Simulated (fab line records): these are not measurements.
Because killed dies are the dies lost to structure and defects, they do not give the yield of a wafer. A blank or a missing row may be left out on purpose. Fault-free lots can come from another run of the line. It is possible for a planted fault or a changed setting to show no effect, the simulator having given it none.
A lot that was struck, set against a sound lot | flow gf180mcu | 15 steps out of a route of 602
Sound: wafers L771.1, L771.2, L771.3. Wafers L780.1, L780.2, L780.6 were the ones struck. The cause is named last.
At each step with rows: each side's tool, then ch and its chambers, then its first start. Under that, the readings that differ: sound wafers | struck wafers | difference of the means | sigmas: that difference in standard deviations of wafers without a fault.
alike: readings whose means differ by less than 2 such deviations, and words and numbers that are the same on both sides. not compared: withheld readings, readings that some wafer has no value for, bounds like >300 that may hide the same value, and numbers for which the record gives no deviation and whose values overlap.
The two part at a step that has a row with sigmas, a row that says differs or no value, or rows on one side only. Numbers that don't overlap but have no deviation are shown without sigmas and don't part them. A reading that every wafer of one side lacks parts them only if that side has two wafers or more.

first, 3 steps without rows for these wafers: GF_V3_EXPOSE_11 (exposes mask Via3, target cd 260 nm); GF_V3_PEB_12 (peb time 90 s); GF_V3_DEVELOP_13 (develop time 60 s).
GF_V3_CD_MEAS_14: the cd target is 260 nm.
  struck on cd_sem-01, day 27 12:26; sound on cd_sem-01, day 24 13:38
  alike: cd_nm
GF_V3_OVL_MEAS_15:
  struck on overlay-01, day 27 12:34; sound on overlay-01, day 24 13:45
  alike: V3_OVL
GF_V3_ETCH_16: etches BARC in N2/H2.
  sound on rie_diel-03 ch 1,2,3, day 24 13:47; struck on rie_diel-03 ch 0,2, day 27 12:36
  alike: drypump_motor_current_A, oes_product_au, throttle_valve_pct
GF_V3_ETCH_17: etches SiO2 in C4F8/O2/Ar, stops on TiN, target depth 635 nm.
  sound: rie_diel-03 ch 1,2,3; struck: rie_diel-03 ch 0,2
  alike: oes_product_au
GF_V3_STRIP_18: strips in O2/N2.
  sound on plasma_asher-01 ch 0,1, day 24 13:55; struck on plasma_asher-02 ch 0,1, day 27 12:44
  reading                     | sound       | struck      | difference | sigmas
  drypump_motor_current_A (A) | 5.0 5.4 5.4 | 6.3 6.4 6.3 | +1.1       | +2
  alike: heater_power_w, oes_product_au
  not compared: rf_hours_counter_h
then, 2 steps without rows for these wafers: GF_V3_STRIP_19 (strips in post etch residue remover, time 1200 s); GF_V3_CLEAN_20 (cleans in DIW).
GF_V3_SPUTTER_21: material Ti, target thk 15 nm, time 80.02 s.
  struck on pvd_sputter-03, day 27 13:22; sound on pvd_sputter-01, day 24 14:28
  alike: cathode_dc_power_W, throttle_valve_pct
GF_V3_SPUTTER_22: material TiN, target thk 10 nm, time 40 s.
  struck on pvd_sputter-03, day 27 13:26; sound on pvd_sputter-01, day 24 14:31
  alike: cathode_dc_power_W, throttle_valve_pct
GF_V3_CVD_23: deposits W, target thk 350 nm, time 104.9 s.
  sound on cvd_w-02 ch 0,1, day 24 14:34; struck on cvd_w-02 ch 0,1, day 27 13:28
  reading                          | sound             | struck            | difference | sigmas
  model.W_of_V3_CVD_23.thk_nm (nm) | 344.9 348.7 340.3 | 683.7 672.8 680.1 | +334.2     |
  alike: heater_power_outer_w, heater_power_w
  not compared: since_wet_clean_h
GF_V3_RS_MEAS_24: uses a four-point probe to measure.
  struck on film_metro-04, day 27 13:52; sound on film_metro-01, day 24 14:40
  reading          | sound             | struck            | difference | sigmas
  V3_W_RS (ohm/sq) | 0.333 0.328 0.337 | 0.167 0.169 0.168 | -0.165     | -39
  not compared: hold
GF_PASSIVATION_PROBE_99:
  sound wafers here have rows in the record (prober-01, day 31 02:32); struck ones have none

== WHERE THEY PART ==
First at GF_V3_STRIP_18; last, within this record, at GF_PASSIVATION_PROBE_99.

WHY: what had been put in by the simulator
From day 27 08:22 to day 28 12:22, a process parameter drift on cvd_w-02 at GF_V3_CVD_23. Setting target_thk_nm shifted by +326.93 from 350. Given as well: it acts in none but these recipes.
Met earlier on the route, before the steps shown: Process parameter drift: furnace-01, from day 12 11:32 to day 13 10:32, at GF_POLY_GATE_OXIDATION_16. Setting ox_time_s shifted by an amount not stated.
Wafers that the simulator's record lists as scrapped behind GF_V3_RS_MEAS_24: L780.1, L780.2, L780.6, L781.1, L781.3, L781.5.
